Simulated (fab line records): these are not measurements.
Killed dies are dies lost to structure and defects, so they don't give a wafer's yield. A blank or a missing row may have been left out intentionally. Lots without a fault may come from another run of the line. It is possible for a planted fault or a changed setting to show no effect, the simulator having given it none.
fab line records || flow sky130
record {"lots": 6, "wafers": 18, "last-day": 49}
route steps=708 shown POLY_GATE@205 RES_PROTECT@206 PAD_OPEN@708
lots that met no fault: from a run of the same line without faults
start-h: hours from the record's first day to the start of the lot's first wafer shown || wait-h: hours since the lot's step before || " same as the row above || L1.1+2: several wafers, shown together as one row || - no value present, or no start provided || * or withheld: withheld || < > ~ a bound
route shown NAME@n: a module of which the file shows steps, and the number in the route of the first || usual: mean and standard deviation over wafers with no fault || same: alike in all rows || chamber/n: place in a boat || sites: the reading at each site || _std_site: how widely they spread, as a standard deviation || _edge_site: inner sites' mean taken away from outer sites' mean || radius-mm: for every site, how far away it sits from the centre of the wafer || mask NAME#n: copy n || behind: the tool/chamber that last shaped the wafer || hold: why the lot went on hold/how many hours it stayed there/how the hold came to an end || device: which transistor (n, p or np) failed to switch || end of line: tests of these same wafers at the route's end || for a step that has no rows: nothing shown but its recipe || killed: dies that structure and defects cost at the first sort, which is not the same as the wafer's yield || map: dies across one wafer; x = killed, . = not, _ = none there
set.NAME: the run value of the setting; set.NAME@STEP: its run value at that earlier step || model.NAME: the simulator's own value behind a step, which no gauge read
lots at selected steps of the route; one table per step, one row per wafer
services: when a tool's chamber went out of use (start-h, in hours from the record's first day, below 0 if earlier), for how many hours, and the reason
## steps
# step SKY_POLY_GATE_THK_MEAS_01
# recipe {"reads": "poly-Si_of_POLY_GATE_CVD_00"}
# usual {"POLY_GATE_CVD_00_THK": "179.5/1.6"}
{"lot.wafer": "L628.1", "tool": "film-metro-01", "chamber": "-", "start-h": 339.47, "wait-h": 0.0, "POLY_GATE_CVD_00_THK[nm]": 176.2}
{"lot.wafer": "L628.5", "tool": "film-metro-01", "chamber": "-", "start-h": 339.47, "wait-h": 0.0, "POLY_GATE_CVD_00_THK[nm]": 178.4}
{"lot.wafer": "L628.6", "tool": "film-metro-01", "chamber": "-", "start-h": 339.47, "wait-h": 0.0, "POLY_GATE_CVD_00_THK[nm]": 177.6}
{"lot.wafer": "L629.1", "tool": "film-metro-02", "chamber": "-", "start-h": 344.79, "wait-h": 0.0, "POLY_GATE_CVD_00_THK[nm]": 180.5}
{"lot.wafer": "L629.3", "tool": "film-metro-02", "chamber": "-", "start-h": 344.79, "wait-h": 0.0, "POLY_GATE_CVD_00_THK[nm]": 179.1}
{"lot.wafer": "L629.5", "tool": "film-metro-02", "chamber": "-", "start-h": 344.79, "wait-h": 0.0, "POLY_GATE_CVD_00_THK[nm]": 180.0}
{"lot.wafer": "L632.3", "tool": "film-metro-04", "chamber": "-", "start-h": 369.35, "wait-h": 0.0, "POLY_GATE_CVD_00_THK[nm]": 179.8}
{"lot.wafer": "L632.4", "tool": "film-metro-04", "chamber": "-", "start-h": 369.35, "wait-h": 0.0, "POLY_GATE_CVD_00_THK[nm]": 180.2}
{"lot.wafer": "L632.6", "tool": "film-metro-04", "chamber": "-", "start-h": 369.35, "wait-h": 0.0, "POLY_GATE_CVD_00_THK[nm]": 180.7}
{"lot.wafer": "L633.2", "tool": "film-metro-01", "chamber": "-", "start-h": 376.84, "wait-h": 0.0, "POLY_GATE_CVD_00_THK[nm]": 179.2}
{"lot.wafer": "L633.3", "tool": "film-metro-01", "chamber": "-", "start-h": 376.84, "wait-h": 0.0, "POLY_GATE_CVD_00_THK[nm]": 179.1}
{"lot.wafer": "L633.4", "tool": "film-metro-01", "chamber": "-", "start-h": 376.84, "wait-h": 0.0, "POLY_GATE_CVD_00_THK[nm]": 178.7}
{"lot.wafer": "L641.2", "tool": "film-metro-02", "chamber": "-", "start-h": 458.14, "wait-h": 0.0, "POLY_GATE_CVD_00_THK[nm]": 179.4}
{"lot.wafer": "L641.3", "tool": "film-metro-02", "chamber": "-", "start-h": 458.14, "wait-h": 0.0, "POLY_GATE_CVD_00_THK[nm]": 179.8}
{"lot.wafer": "L641.5", "tool": "film-metro-02", "chamber": "-", "start-h": 458.14, "wait-h": 0.0, "POLY_GATE_CVD_00_THK[nm]": 180.0}
{"lot.wafer": "L643.2", "tool": "film-metro-01", "chamber": "-", "start-h": 467.65, "wait-h": 0.0, "POLY_GATE_CVD_00_THK[nm]": 179.9}
{"lot.wafer": "L643.4", "tool": "film-metro-01", "chamber": "-", "start-h": 467.65, "wait-h": 0.0, "POLY_GATE_CVD_00_THK[nm]": 179.4}
{"lot.wafer": "L643.6", "tool": "film-metro-01", "chamber": "-", "start-h": 467.65, "wait-h": 0.0, "POLY_GATE_CVD_00_THK[nm]": 179.6}
# step SKY_RES_PROTECT_DEHYDRATE_00
# recipe {"temp-c": 200, "time-s": 60}
# step SKY_RES_PROTECT_HMDS_01
# recipe {"prime-time-s": 60, "prime-temp-c": 120}
# step SKY_RES_PROTECT_COAT_02
# recipe {"resist": "NOVOLAK", "spin-rpm": 3000, "resist-thk-nm": 1140}
# step SKY_RES_PROTECT_SOFTBAKE_03
# recipe {"temp-c": 90, "time-s": 60, "resist": "NOVOLAK"}
# step SKY_RES_PROTECT_EXPOSE_04
# recipe {"mask-id": "RPM", "na": 0.6, "source-shape": "conventional", "sigma-outer": 0.6, "polarization": "unpolarized", "target-cd-nm": 1270, "dose-mj": 131}
# step SKY_RES_PROTECT_PEB_05
# recipe {"temp-c": "withheld", "time-s": "*", "resist": "NOVOLAK"}
# step SKY_RES_PROTECT_DEVELOP_06
# recipe {"resist": "NOVOLAK", "developer": "TMAH", "develop-time-s": 60, "dev-temp-c": 23}
# step SKY_POLY_GATE_IMPLANT_02
# recipe {"species": "P", "energy-kev": 30, "dose-cm2": 7.7e+15, "tilt-deg": 0}
# step SKY_RES_PROTECT_STRIP_07
# recipe {"chemistry": "O2/N2", "power-w": 1400, "pressure-mtorr": 1500, "platen-temp-c": "withheld", "o2-flow-sccm": 3000, "n2-flow-sccm": 300, "overash-fraction": 0.5}
# usual {"drypump-motor-current-A": "6.1/0.64", "n2-flow-sccm": "299.9/0.85", "oes-product-au": "0.517/0.0043", "strip-time-to-endpoint-s": "23.32/0.038"}
{"lot.wafer": "L628.1", "tool": "plasma-asher-04", "chamber": 1, "start-h": 367.14, "wait-h": 0.1, "drypump-motor-current-A": 6.4, "n2-flow-sccm": 301.3, "oes-product-au": 0.517, "rf-hours-counter-h": 65, "strip-time-to-endpoint-s": 23.28}
{"lot.wafer": "L628.5", "tool": "plasma-asher-04", "chamber": 1, "start-h": 367.14, "wait-h": 0.1, "drypump-motor-current-A": 6.4, "n2-flow-sccm": 300.5, "oes-product-au": 0.514, "rf-hours-counter-h": "-", "strip-time-to-endpoint-s": 23.35}
{"lot.wafer": "L628.6", "tool": "plasma-asher-04", "chamber": 0, "start-h": 367.14, "wait-h": 0.1, "drypump-motor-current-A": 6.4, "n2-flow-sccm": 299.7, "oes-product-au": 0.518, "rf-hours-counter-h": "-", "strip-time-to-endpoint-s": 23.30}
{"lot.wafer": "L629.1", "tool": "plasma-asher-04", "chamber": 1, "start-h": 372.46, "wait-h": 0.1, "drypump-motor-current-A": 6.4, "n2-flow-sccm": 300.3, "oes-product-au": 0.529, "rf-hours-counter-h": 66, "strip-time-to-endpoint-s": 23.31}
{"lot.wafer": "L629.3", "tool": "plasma-asher-04", "chamber": 1, "start-h": 372.46, "wait-h": 0.1, "drypump-motor-current-A": 6.5, "n2-flow-sccm": 298.4, "oes-product-au": 0.519, "rf-hours-counter-h": "-", "strip-time-to-endpoint-s": 23.32}
{"lot.wafer": "L629.5", "tool": "plasma-asher-04", "chamber": 1, "start-h": 372.46, "wait-h": 0.1, "drypump-motor-current-A": 6.4, "n2-flow-sccm": 297.9, "oes-product-au": 0.526, "rf-hours-counter-h": "-", "strip-time-to-endpoint-s": 23.32}
{"lot.wafer": "L632.3", "tool": "plasma-asher-02", "chamber": 0, "start-h": 398.63, "wait-h": 0.1, "drypump-motor-current-A": 6.6, "n2-flow-sccm": 299.9, "oes-product-au": 0.516, "rf-hours-counter-h": "-", "strip-time-to-endpoint-s": 23.34}
{"lot.wafer": "L632.4", "tool": "plasma-asher-02", "chamber": 1, "start-h": 398.63, "wait-h": 0.1, "drypump-motor-current-A": 4.9, "n2-flow-sccm": 299.1, "oes-product-au": 0.520, "rf-hours-counter-h": "-", "strip-time-to-endpoint-s": 23.31}
{"lot.wafer": "L632.6", "tool": "plasma-asher-02", "chamber": 1, "start-h": 398.63, "wait-h": 0.1, "drypump-motor-current-A": 4.9, "n2-flow-sccm": 300.5, "oes-product-au": 0.522, "rf-hours-counter-h": "-", "strip-time-to-endpoint-s": 23.31}
{"lot.wafer": "L633.2", "tool": "plasma-asher-04", "chamber": 1, "start-h": 405.81, "wait-h": 0.1, "drypump-motor-current-A": 6.5, "n2-flow-sccm": 297.9, "oes-product-au": 0.510, "rf-hours-counter-h": 69, "strip-time-to-endpoint-s": 23.33}
{"lot.wafer": "L633.3", "tool": "plasma-asher-04", "chamber": 1, "start-h": 405.81, "wait-h": 0.1, "drypump-motor-current-A": 6.5, "n2-flow-sccm": 299.8, "oes-product-au": 0.517, "rf-hours-counter-h": "-", "strip-time-to-endpoint-s": 23.29}
{"lot.wafer": "L633.4", "tool": "plasma-asher-04", "chamber": 0, "start-h": 405.81, "wait-h": 0.1, "drypump-motor-current-A": 6.4, "n2-flow-sccm": 298.9, "oes-product-au": 0.512, "rf-hours-counter-h": "-", "strip-time-to-endpoint-s": 23.29}
{"lot.wafer": "L641.2", "tool": "plasma-asher-04", "chamber": 1, "start-h": 488.90, "wait-h": 0.1, "drypump-motor-current-A": 6.5, "n2-flow-sccm": 298.7, "oes-product-au": 0.510, "rf-hours-counter-h": 6, "strip-time-to-endpoint-s": 23.27}
{"lot.wafer": "L641.3", "tool": "plasma-asher-04", "chamber": 1, "start-h": 488.90, "wait-h": 0.1, "drypump-motor-current-A": 6.5, "n2-flow-sccm": 299.8, "oes-product-au": 0.517, "rf-hours-counter-h": "-", "strip-time-to-endpoint-s": 23.28}
{"lot.wafer": "L641.5", "tool": "plasma-asher-04", "chamber": 0, "start-h": 488.90, "wait-h": 0.1, "drypump-motor-current-A": 6.5, "n2-flow-sccm": 300.3, "oes-product-au": 0.518, "rf-hours-counter-h": "-", "strip-time-to-endpoint-s": 23.27}
{"lot.wafer": "L643.2", "tool": "plasma-asher-03", "chamber": 1, "start-h": 498.01, "wait-h": 0.1, "drypump-motor-current-A": 6.3, "n2-flow-sccm": 300.1, "oes-product-au": 0.518, "rf-hours-counter-h": 69, "strip-time-to-endpoint-s": 23.33}
{"lot.wafer": "L643.4", "tool": "plasma-asher-03", "chamber": 1, "start-h": 498.01, "wait-h": 0.1, "drypump-motor-current-A": 6.3, "n2-flow-sccm": 299.8, "oes-product-au": 0.516, "rf-hours-counter-h": "-", "strip-time-to-endpoint-s": 23.28}
{"lot.wafer": "L643.6", "tool": "plasma-asher-03", "chamber": 1, "start-h": 498.01, "wait-h": 0.1, "drypump-motor-current-A": 6.3, "n2-flow-sccm": 300.3, "oes-product-au": 0.524, "rf-hours-counter-h": "-", "strip-time-to-endpoint-s": 23.29}
# step SKY_RES_PROTECT_TW_MEAS_08
# usual {"POLY_GATE_TW": "4073/27"}
{"lot.wafer": "L628.1", "tool": "film-metro-03", "chamber": "-", "start-h": 367.24, "wait-h": 0.1, "POLY_GATE_TW": 4022}
{"lot.wafer": "L628.5", "tool": "film-metro-03", "chamber": "-", "start-h": 367.24, "wait-h": 0.1, "POLY_GATE_TW": 4041}
{"lot.wafer": "L628.6", "tool": "film-metro-03", "chamber": "-", "start-h": 367.24, "wait-h": 0.1, "POLY_GATE_TW": 4045}
{"lot.wafer": "L629.1", "tool": "film-metro-02", "chamber": "-", "start-h": 372.56, "wait-h": 0.1, "POLY_GATE_TW": 4100}
{"lot.wafer": "L629.3", "tool": "film-metro-02", "chamber": "-", "start-h": 372.56, "wait-h": 0.1, "POLY_GATE_TW": 4096}
{"lot.wafer": "L629.5", "tool": "film-metro-02", "chamber": "-", "start-h": 372.56, "wait-h": 0.1, "POLY_GATE_TW": 4110}
{"lot.wafer": "L632.3", "tool": "film-metro-02", "chamber": "-", "start-h": 398.71, "wait-h": 0.1, "POLY_GATE_TW": 4126}
{"lot.wafer": "L632.4", "tool": "film-metro-02", "chamber": "-", "start-h": 398.71, "wait-h": 0.1, "POLY_GATE_TW": 4103}
{"lot.wafer": "L632.6", "tool": "film-metro-02", "chamber": "-", "start-h": 398.71, "wait-h": 0.1, "POLY_GATE_TW": 4109}
{"lot.wafer": "L633.2", "tool": "film-metro-01", "chamber": "-", "start-h": 405.92, "wait-h": 0.1, "POLY_GATE_TW": 3988}
{"lot.wafer": "L633.3", "tool": "film-metro-01", "chamber": "-", "start-h": 405.92, "wait-h": 0.1, "POLY_GATE_TW": 4031}
{"lot.wafer": "L633.4", "tool": "film-metro-01", "chamber": "-", "start-h": 405.92, "wait-h": 0.1, "POLY_GATE_TW": 4025}
{"lot.wafer": "L641.2", "tool": "film-metro-02", "chamber": "-", "start-h": 489.01, "wait-h": 0.1, "POLY_GATE_TW": 4086}
{"lot.wafer": "L641.3", "tool": "film-metro-02", "chamber": "-", "start-h": 489.01, "wait-h": 0.1, "POLY_GATE_TW": 4090}
{"lot.wafer": "L641.5", "tool": "film-metro-02", "chamber": "-", "start-h": 489.01, "wait-h": 0.1, "POLY_GATE_TW": 4081}
{"lot.wafer": "L643.2", "tool": "film-metro-01", "chamber": "-", "start-h": 498.12, "wait-h": 0.1, "POLY_GATE_TW": 4065}
{"lot.wafer": "L643.4", "tool": "film-metro-01", "chamber": "-", "start-h": 498.12, "wait-h": 0.1, "POLY_GATE_TW": 4093}
{"lot.wafer": "L643.6", "tool": "film-metro-01", "chamber": "-", "start-h": 498.12, "wait-h": 0.1, "POLY_GATE_TW": 4074}
# step SKY_RES_PROTECT_CLEAN_09
# recipe {"chemistry": "SC1/SC2", "mix": "1:4:20", "temp-c": 70, "time-s": 150, "dry": "n2-spin"}
# step SKY_POLY_GATE_CVD_03
# recipe {"material": "Si3N4", "precursor": "DCS/NH3", "target-thk-nm": 75, "temp-c": 770, "time-s": 1290, "pressure-mtorr": 250}
# usual {"zone-power-centre-pct": "16.0/1.2"}
{"lot.wafer": "L628.1", "tool": "lpcvd-02", "chamber": 1, "start-h": 368.48, "wait-h": 1.1, "zone-power-centre-pct": 13.9, "model.Si3N4_of_POLY_GATE_CVD_03.thk-nm": 74.45}
{"lot.wafer": "L628.5", "tool": "lpcvd-02", "chamber": 1, "start-h": 368.48, "wait-h": 1.1, "zone-power-centre-pct": 13.7, "model.Si3N4_of_POLY_GATE_CVD_03.thk-nm": 73.57}
{"lot.wafer": "L628.6", "tool": "lpcvd-02", "chamber": 1, "start-h": 368.48, "wait-h": 1.1, "zone-power-centre-pct": 13.9, "model.Si3N4_of_POLY_GATE_CVD_03.thk-nm": 73.02}
{"lot.wafer": "L629.1", "tool": "lpcvd-02", "chamber": 0, "start-h": 374.20, "wait-h": 1.5, "zone-power-centre-pct": 16.7, "model.Si3N4_of_POLY_GATE_CVD_03.thk-nm": 74.41}
{"lot.wafer": "L629.3", "tool": "lpcvd-02", "chamber": 0, "start-h": 374.20, "wait-h": 1.5, "zone-power-centre-pct": 16.8, "model.Si3N4_of_POLY_GATE_CVD_03.thk-nm": 74.36}
{"lot.wafer": "L629.5", "tool": "lpcvd-02", "chamber": 0, "start-h": 374.20, "wait-h": 1.5, "zone-power-centre-pct": 16.9, "model.Si3N4_of_POLY_GATE_CVD_03.thk-nm": 74.11}
{"lot.wafer": "L632.3", "tool": "lpcvd-02", "chamber": 1, "start-h": 401.23, "wait-h": 2.4, "zone-power-centre-pct": 14.2, "model.Si3N4_of_POLY_GATE_CVD_03.thk-nm": 42.49}
{"lot.wafer": "L632.4", "tool": "lpcvd-02", "chamber": 1, "start-h": 401.23, "wait-h": 2.4, "zone-power-centre-pct": 14.2, "model.Si3N4_of_POLY_GATE_CVD_03.thk-nm": 41.9}
{"lot.wafer": "L632.6", "tool": "lpcvd-02", "chamber": 1, "start-h": 401.23, "wait-h": 2.4, "zone-power-centre-pct": 14.2, "model.Si3N4_of_POLY_GATE_CVD_03.thk-nm": 42.23}
{"lot.wafer": "L633.2", "tool": "lpcvd-02", "chamber": 0, "start-h": 406.02, "wait-h": 0.0, "zone-power-centre-pct": 16.7, "model.Si3N4_of_POLY_GATE_CVD_03.thk-nm": 42.06}
{"lot.wafer": "L633.3", "tool": "lpcvd-02", "chamber": 0, "start-h": 406.02, "wait-h": 0.0, "zone-power-centre-pct": 17.0, "model.Si3N4_of_POLY_GATE_CVD_03.thk-nm": 42.3}
{"lot.wafer": "L633.4", "tool": "lpcvd-02", "chamber": 0, "start-h": 406.02, "wait-h": 0.0, "zone-power-centre-pct": 16.6, "model.Si3N4_of_POLY_GATE_CVD_03.thk-nm": 42.59}
{"lot.wafer": "L641.2", "tool": "lpcvd-02", "chamber": 0, "start-h": 489.11, "wait-h": 0.0, "zone-power-centre-pct": 16.7, "model.Si3N4_of_POLY_GATE_CVD_03.thk-nm": 74.69}
{"lot.wafer": "L641.3", "tool": "lpcvd-02", "chamber": 0, "start-h": 489.11, "wait-h": 0.0, "zone-power-centre-pct": 16.8, "model.Si3N4_of_POLY_GATE_CVD_03.thk-nm": 75.6}
{"lot.wafer": "L641.5", "tool": "lpcvd-02", "chamber": 0, "start-h": 489.11, "wait-h": 0.0, "zone-power-centre-pct": 17.0, "model.Si3N4_of_POLY_GATE_CVD_03.thk-nm": 74.65}
{"lot.wafer": "L643.2", "tool": "lpcvd-02", "chamber": 0, "start-h": 498.22, "wait-h": 0.0, "zone-power-centre-pct": 16.8, "model.Si3N4_of_POLY_GATE_CVD_03.thk-nm": 74.53}
{"lot.wafer": "L643.4", "tool": "lpcvd-02", "chamber": 0, "start-h": 498.22, "wait-h": 0.0, "zone-power-centre-pct": 16.9, "model.Si3N4_of_POLY_GATE_CVD_03.thk-nm": 74.21}
{"lot.wafer": "L643.6", "tool": "lpcvd-02", "chamber": 0, "start-h": 498.22, "wait-h": 0.0, "zone-power-centre-pct": 16.4, "model.Si3N4_of_POLY_GATE_CVD_03.thk-nm": 74.23}
# step SKY_POLY_GATE_THK_MEAS_04
# recipe {"reads": "Si3N4_of_POLY_GATE_CVD_03"}
# usual {"POLY_GATE_CVD_03_THK": "74.9/0.68"}
{"lot.wafer": "L628.1", "tool": "film-metro-01", "chamber": "-", "start-h": 369.84, "wait-h": 0.0, "hold": "-", "POLY_GATE_CVD_03_THK[nm]": 74.5}
{"lot.wafer": "L628.5", "tool": "film-metro-01", "chamber": "-", "start-h": 369.84, "wait-h": 0.0, "hold": "-", "POLY_GATE_CVD_03_THK[nm]": 73.6}
{"lot.wafer": "L628.6", "tool": "film-metro-01", "chamber": "-", "start-h": 369.84, "wait-h": 0.0, "hold": "-", "POLY_GATE_CVD_03_THK[nm]": 73.0}
{"lot.wafer": "L629.1", "tool": "film-metro-04", "chamber": "-", "start-h": 376.23, "wait-h": 0.0, "hold": "-", "POLY_GATE_CVD_03_THK[nm]": 74.5}
{"lot.wafer": "L629.3", "tool": "film-metro-04", "chamber": "-", "start-h": 376.23, "wait-h": 0.0, "hold": "-", "POLY_GATE_CVD_03_THK[nm]": 74.4}
{"lot.wafer": "L629.5", "tool": "film-metro-04", "chamber": "-", "start-h": 376.23, "wait-h": 0.0, "hold": "-", "POLY_GATE_CVD_03_THK[nm]": 74.1}
{"lot.wafer": "L632.3", "tool": "film-metro-01", "chamber": "-", "start-h": 402.61, "wait-h": 0.0, "hold": "await-dispo/0.2h/release", "POLY_GATE_CVD_03_THK[nm]": 42.4}
{"lot.wafer": "L632.4", "tool": "film-metro-01", "chamber": "-", "start-h": 402.61, "wait-h": 0.0, "hold": "await-dispo/0.2h/release", "POLY_GATE_CVD_03_THK[nm]": 41.9}
{"lot.wafer": "L632.6", "tool": "film-metro-01", "chamber": "-", "start-h": 402.61, "wait-h": 0.0, "hold": "await-dispo/0.2h/release", "POLY_GATE_CVD_03_THK[nm]": 42.3}
{"lot.wafer": "L632.3", "tool": "film-metro-01", "chamber": "-", "start-h": 402.84, "wait-h": 0.2, "hold": "-", "POLY_GATE_CVD_03_THK[nm]": 42.5}
{"lot.wafer": "L632.4", "tool": "film-metro-01", "chamber": "-", "start-h": 402.84, "wait-h": 0.2, "hold": "-", "POLY_GATE_CVD_03_THK[nm]": 42.0}
{"lot.wafer": "L632.6", "tool": "film-metro-01", "chamber": "-", "start-h": 402.84, "wait-h": 0.2, "hold": "-", "POLY_GATE_CVD_03_THK[nm]": 42.3}
{"lot.wafer": "L633.2", "tool": "film-metro-02", "chamber": "-", "start-h": 407.39, "wait-h": 0.0, "hold": "await-dispo/0.2h/release", "POLY_GATE_CVD_03_THK[nm]": 42.1}
{"lot.wafer": "L633.3", "tool": "film-metro-02", "chamber": "-", "start-h": 407.39, "wait-h": 0.0, "hold": "await-dispo/0.2h/release", "POLY_GATE_CVD_03_THK[nm]": 42.3}
{"lot.wafer": "L633.4", "tool": "film-metro-02", "chamber": "-", "start-h": 407.39, "wait-h": 0.0, "hold": "await-dispo/0.2h/release", "POLY_GATE_CVD_03_THK[nm]": 42.6}
{"lot.wafer": "L633.2", "tool": "film-metro-02", "chamber": "-", "start-h": 407.61, "wait-h": 0.2, "hold": "-", "POLY_GATE_CVD_03_THK[nm]": 42.1}
{"lot.wafer": "L633.3", "tool": "film-metro-02", "chamber": "-", "start-h": 407.61, "wait-h": 0.2, "hold": "-", "POLY_GATE_CVD_03_THK[nm]": 42.3}
{"lot.wafer": "L633.4", "tool": "film-metro-02", "chamber": "-", "start-h": 407.61, "wait-h": 0.2, "hold": "-", "POLY_GATE_CVD_03_THK[nm]": 42.6}
{"lot.wafer": "L641.2", "tool": "film-metro-04", "chamber": "-", "start-h": 490.48, "wait-h": 0.0, "hold": "-", "POLY_GATE_CVD_03_THK[nm]": 74.6}
{"lot.wafer": "L641.3", "tool": "film-metro-04", "chamber": "-", "start-h": 490.48, "wait-h": 0.0, "hold": "-", "POLY_GATE_CVD_03_THK[nm]": 75.6}
{"lot.wafer": "L641.5", "tool": "film-metro-04", "chamber": "-", "start-h": 490.48, "wait-h": 0.0, "hold": "-", "POLY_GATE_CVD_03_THK[nm]": 74.7}
{"lot.wafer": "L643.2", "tool": "film-metro-02", "chamber": "-", "start-h": 499.59, "wait-h": 0.0, "hold": "-", "POLY_GATE_CVD_03_THK[nm]": 74.5}
{"lot.wafer": "L643.4", "tool": "film-metro-02", "chamber": "-", "start-h": 499.59, "wait-h": 0.0, "hold": "-", "POLY_GATE_CVD_03_THK[nm]": 74.2}
{"lot.wafer": "L643.6", "tool": "film-metro-02", "chamber": "-", "start-h": 499.59, "wait-h": 0.0, "hold": "-", "POLY_GATE_CVD_03_THK[nm]": 74.3}
# step SKY_PAD_OPEN_PROBE_99
# usual {"defect-limited-yield": "82.5/1.9", "killed_at_M0_to_M3": "43/7.6", "killed_at_M4_up": "2.9/1.7", "killed-at-contacts": "24/5.5", "killed-at-front-end": "15/4.2", "killed-at-other": "0.3/0.52", "killed-dies": "86/9.4", "killed-open": "47/7", "killed-short": "39/6.4", "sort_bin_3_pad_short": "0.9/0.4", "sort_bin_5_function": "10.3/1.6", "sort_bin_6_memory": "6.2/1.1", "sort-n-pass": "406/9.4", "sort-yield-pct": "82.5/1.9"}
# same {"gross-dies": 492, "killed-at-back-side": 0, "sort_bin_4_leakage[%]": 0, "sort_bin_8_speed[%]": 0}
{"lot.wafer": "L629.1", "tool": "prober-02", "chamber": "-", "start-h": 1100.87, "wait-h": 0.1, "defect-limited-yield[%]": 83.5, "killed_at_M0_to_M3": 45, "killed_at_M4_up": 1, "killed-at-contacts": 18, "killed-at-front-end": 16, "killed-at-other": 1, "killed-dies": 81, "killed-open": 41, "killed-short": 40, "sort_bin_3_pad_short[%]": 0.8, "sort_bin_5_function[%]": 10.4, "sort_bin_6_memory[%]": 5.3, "sort-n-pass": 411, "sort-yield-pct[%]": 83.5}
{"lot.wafer": "L629.3", "tool": "prober-02", "chamber": "-", "start-h": 1100.97, "wait-h": 0.2, "defect-limited-yield[%]": 83.1, "killed_at_M0_to_M3": 44, "killed_at_M4_up": 1, "killed-at-contacts": 22, "killed-at-front-end": 16, "killed-at-other": 0, "killed-dies": 83, "killed-open": 35, "killed-short": 48, "sort_bin_3_pad_short[%]": 1.2, "sort_bin_5_function[%]": 11.0, "sort_bin_6_memory[%]": 4.7, "sort-n-pass": 409, "sort-yield-pct[%]": 83.1}
{"lot.wafer": "L629.5", "tool": "prober-02", "chamber": "-", "start-h": 1101.07, "wait-h": 0.2, "defect-limited-yield[%]": 83.7, "killed_at_M0_to_M3": 33, "killed_at_M4_up": 6, "killed-at-contacts": 21, "killed-at-front-end": 19, "killed-at-other": 1, "killed-dies": 80, "killed-open": 43, "killed-short": 37, "sort_bin_3_pad_short[%]": 0.6, "sort_bin_5_function[%]": 10.2, "sort_bin_6_memory[%]": 5.5, "sort-n-pass": 412, "sort-yield-pct[%]": 83.7}
{"lot.wafer": "L641.2", "tool": "prober-02", "chamber": "-", "start-h": 1173.23, "wait-h": 0.1, "defect-limited-yield[%]": 83.3, "killed_at_M0_to_M3": 39, "killed_at_M4_up": 1, "killed-at-contacts": 26, "killed-at-front-end": 16, "killed-at-other": 0, "killed-dies": 82, "killed-open": 48, "killed-short": 34, "sort_bin_3_pad_short[%]": 1.0, "sort_bin_5_function[%]": 10.4, "sort_bin_6_memory[%]": 5.3, "sort-n-pass": 410, "sort-yield-pct[%]": 83.3}
{"lot.wafer": "L641.3", "tool": "prober-02", "chamber": "-", "start-h": 1173.28, "wait-h": 0.2, "defect-limited-yield[%]": 86.2, "killed_at_M0_to_M3": 34, "killed_at_M4_up": 1, "killed-at-contacts": 21, "killed-at-front-end": 12, "killed-at-other": 0, "killed-dies": 68, "killed-open": 41, "killed-short": 27, "sort_bin_3_pad_short[%]": 1.6, "sort_bin_5_function[%]": 6.7, "sort_bin_6_memory[%]": 5.5, "sort-n-pass": 424, "sort-yield-pct[%]": 86.2}
{"lot.wafer": "L641.5", "tool": "prober-02", "chamber": "-", "start-h": 1173.38, "wait-h": 0.2, "defect-limited-yield[%]": 84.1, "killed_at_M0_to_M3": 34, "killed_at_M4_up": 0, "killed-at-contacts": 26, "killed-at-front-end": 17, "killed-at-other": 1, "killed-dies": 78, "killed-open": 39, "killed-short": 39, "sort_bin_3_pad_short[%]": 1.4, "sort_bin_5_function[%]": 7.9, "sort_bin_6_memory[%]": 6.5, "sort-n-pass": 414, "sort-yield-pct[%]": 84.1}
# killed by level:class
L629.1 VIA1:geometric-particle:open=11 METAL1:geometric-particle:short=8 VIA3:geometric-particle:open=6 METAL2:geometric-particle:short=6 FIELD_ISO:geometric-particle:open=5 CONTACT:geometric-particle:short=5 VIA1:geometric-particle:short=5 FIELD_ISO:geometric-particle:short=4
L629.3 METAL1:geometric-particle:short=10 CONTACT:geometric-particle:open=7 LOCAL_INTERCONNECT:geometric-particle:short=7 METAL2:geometric-particle:short=7 VIA2:geometric-particle:open=6 VIA2:geometric-particle:short=4 POLY_GATE:geometric-particle:open=4 POLY_GATE:geometric-particle:short=4
L629.5 CONTACT:geometric-particle:open=8 METAL1:geometric-particle:short=7 FIELD_ISO:geometric-particle:open=6 VIA3:geometric-particle:open=6 LOCAL_INTERCONNECT:geometric-particle:short=5 CONTACT:geometric-particle:short=5 VIA1:geometric-particle:open=5 VIA2:geometric-particle:open=5
L641.2 VIA1:geometric-particle:open=11 LI_CONTACT:geometric-particle:open=9 VIA3:geometric-particle:open=8 CONTACT:geometric-particle:open=6 LOCAL_INTERCONNECT:geometric-particle:short=5 METAL1:geometric-particle:short=5 VIA1:geometric-particle:short=5 POLY_GATE:geometric-particle:short=4
L641.3 VIA1:geometric-particle:open=11 CONTACT:geometric-particle:open=8 LI_CONTACT:geometric-particle:open=6 METAL1:geometric-particle:short=5 VIA2:geometric-particle:open=4 POLY_GATE:geometric-particle:open=3 CONTACT:geometric-particle:short=3 VIA1:geometric-particle:short=3
L641.5 VIA1:geometric-particle:open=9 CONTACT:geometric-particle:open=7 LI_CONTACT:geometric-particle:open=6 CONTACT:geometric-particle:short=6 VIA3:geometric-particle:short=6 VIA1:geometric-particle:short=5 VIA3:geometric-particle:open=5 FIELD_ISO:geometric-particle:short=4
## services
{"tool": "plasma-asher-04", "chamber": "-", "start-h": 385.59, "hours": 1.0, "kind": "repair"}
{"tool": "plasma-asher-04", "chamber": "-", "start-h": 413.98, "hours": 1.1, "kind": "repair"}
{"tool": "plasma-asher-02", "chamber": "-", "start-h": 417.11, "hours": 0.5, "kind": "repair"}
{"tool": "plasma-asher-04", "chamber": "-", "start-h": 421.25, "hours": 9.0, "kind": "pm"}
{"tool": "plasma-asher-04", "chamber": 0, "start-h": 421.25, "hours": 9.0, "kind": "vent-cycle"}
{"tool": "plasma-asher-04", "chamber": 1, "start-h": 421.25, "hours": 9.0, "kind": "vent-cycle"}
{"tool": "plasma-asher-04", "chamber": 0, "start-h": 430.25, "hours": "-", "kind": "clean"}
{"tool": "plasma-asher-04", "chamber": 1, "start-h": 430.25, "hours": "-", "kind": "clean"}
## key
first-sign {"step": "SKY_POLY_GATE_THK_MEAS_04", "reading": "visit", "direction": "added"}
effect {"step": "SKY_POLY_GATE_THK_MEAS_04", "reading": "POLY_GATE_CVD_03_THK", "direction": "down", "sigmas": 48, "usual": 74.9, "struck": 42.3}
model-effect {"step": "SKY_POLY_GATE_CVD_03", "value": "Si3N4_of_POLY_GATE_CVD_03.thk-nm", "without": 74.95, "struck": 42.26}
met-at SKY_POLY_GATE_CVD_03
struck-wafers L632.3,L632.4,L632.6,L633.2,L633.3,L633.4
scrapped-behind SKY_POLY_GATE_THK_MEAS_04 L632.3,L632.4,L632.6,L633.2,L633.3,L633.4
onset-between 374.20 401.23
fault {"kind": "process-parameter-drift", "tool": "lpcvd-02", "chamber": "-", "onset-h": 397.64, "steps": "SKY_POLY_GATE_CVD_03", "channel": "target-thk-nm", "offset": -32.686, "shape": "step", "end-h": 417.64, "acts-in": "these-recipes-only", "stated": 75}
